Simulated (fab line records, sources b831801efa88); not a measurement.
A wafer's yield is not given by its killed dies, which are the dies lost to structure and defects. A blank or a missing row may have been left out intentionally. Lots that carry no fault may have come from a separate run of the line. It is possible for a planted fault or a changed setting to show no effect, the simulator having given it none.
A lot that was struck, set against a sound lot    flow gf180mcu    19 out of 602 route steps
Sound: wafers L678.3, L678.5, L678.6. Wafers L687.1, L687.3, L687.4 were the ones struck. The cause is named last.
At each step with rows: each side's tool, then ch and its chambers, then its first start. Under that, the readings that differ: sound wafers    struck wafers    difference of the means    sigmas: that difference in standard deviations of wafers without a fault.
alike: readings with means less than 2 such deviations apart, plus words and numbers identical on both sides. not compared: withheld readings, readings lacking a value on some wafer, bounds such as >300 that could conceal the same value, and numbers that have no deviation in the record and whose values overlap.
The two part at a step that has a row with sigmas, a row that says differs or no value, or rows on one side only. Numbers that don't overlap but have no deviation are shown without sigmas and don't part them. A reading that every wafer of one side lacks parts them only if that side has two wafers or more.

GF_M1_SPUTTER_00: material Ti, target thk 37.5 nm, time 150 s.
  sound on pvd-sputter-04, day 16 10:41; struck on pvd-sputter-04, day 20 08:02
  alike: throttle-valve-pct
GF_M1_SPUTTER_01: material TiN, target thk 30 nm, time 25 s.
  sound on pvd-sputter-04, day 16 10:47; struck on pvd-sputter-04, day 20 08:08
  alike: throttle-valve-pct
GF_M1_SPUTTER_02: material AlCu, target thk 450 nm, time 23.9 s.
  sound on pvd-sputter-04, day 16 10:49; struck on pvd-sputter-04, day 20 08:10
  alike: throttle-valve-pct
GF_M1_SPUTTER_03: material Ti, target thk 10 nm, time 6.7 s.
  sound on pvd-sputter-04, day 16 10:50; struck on pvd-sputter-04, day 20 08:11
  alike: throttle-valve-pct
then, 1 step without rows for these wafers: GF_M1_SPUTTER_04 (material TiN, target thk 50 nm, time 41.7 s).
GF_M1_RS_MEAS_05: a four-point-probe measurement.
  sound on film-metro-03, day 16 10:56; struck on film-metro-03, day 20 08:15
  alike: M1_ALCU_RS
GF_M1_THK_MEAS_06: measures by xrf.
  sound on film-metro-03, day 16 11:02; struck on film-metro-03, day 20 08:22
  alike: M1_ALCU_THK
then, 5 steps without rows for these wafers: GF_M1_DEHYDRATE_07 (time 60 s); GF_M1_HMDS_08 (prime time 60 s); GF_M1_COAT_09 (resist thk 1000 nm); GF_M1_SOFTBAKE_10 (time 60 s); GF_M1_EXPOSE_11 (exposes mask Metal1, target cd 230 nm).
GF_M1_PEB_12: peb time 90 s.
  sound on litho-track-02 ch 0, day 17 09:20; struck on litho-track-01 ch 0, day 21 08:20
reading                   sound                 struck                difference  sigmas
heater-power-total-W (W)  85.67 85.56 85.65     101.18 101.03 101.17  +15.50      +99 or more
plate-temp-C (C)          135.11 134.87 134.81  153.50 153.40 153.43  +18.51      +99 or more
  alike: exhaust-pa
then, 1 step without rows for these wafers: GF_M1_DEVELOP_13 (develop time 60 s).
GF_M1_CD_MEAS_14 targets a cd of 230 nm.
  sound on cd-sem-02, day 17 09:39; struck on cd-sem-01, day 21 08:41
reading     sound              struck             difference  sigmas
cd-nm (nm)  228.5 228.2 228.3  207.5 207.2 207.2  -21.0       -18
GF_M1_OVL_MEAS_15:
  sound on overlay-01, day 17 09:44; struck on overlay-02, day 21 08:49
  alike: M1_OVL
GF_M1_METAL_ETCH_16: etches the open film in Cl2/BCl3, stops on SiO2, target depth 627.5 nm, time 104.6 s.
  sound on rie-metal-02 ch 0,1, day 17 09:48; struck on rie-metal-01 ch 0,1, day 21 08:51
reading              sound              struck             difference  sigmas
model.M1.cd-nm (nm)  229.8 229.3 229.5  206.5 205.9 207.4  -22.9       
  alike: drypump-motor-current-A, he-backside-leak-sccm, oes-product-au, throttle-valve-pct
  not compared: rf-hours-counter-h
GF_M1_STRIP_17: strips in O2/N2.
  sound on plasma-asher-01 ch 0,1, day 17 09:55; struck on plasma-asher-01 ch 0,1, day 21 08:58
  alike: drypump-motor-current-A, heater-power-w, oes-product-au, strip-time-to-endpoint-s
  not compared: rf-hours-counter-h
GF_PASSIVATION_PROBE_99:
  rows exist in the record for the sound wafers here (prober-01, day 29 05:59), none for the struck ones

## WHERE THEY PART
First at GF_M1_PEB_12; last, within this record, at GF_PASSIVATION_PROBE_99.

WHY: what the simulator had put in
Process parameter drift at GF_M1_PEB_12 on litho-track-01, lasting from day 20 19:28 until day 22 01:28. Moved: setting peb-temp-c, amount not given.
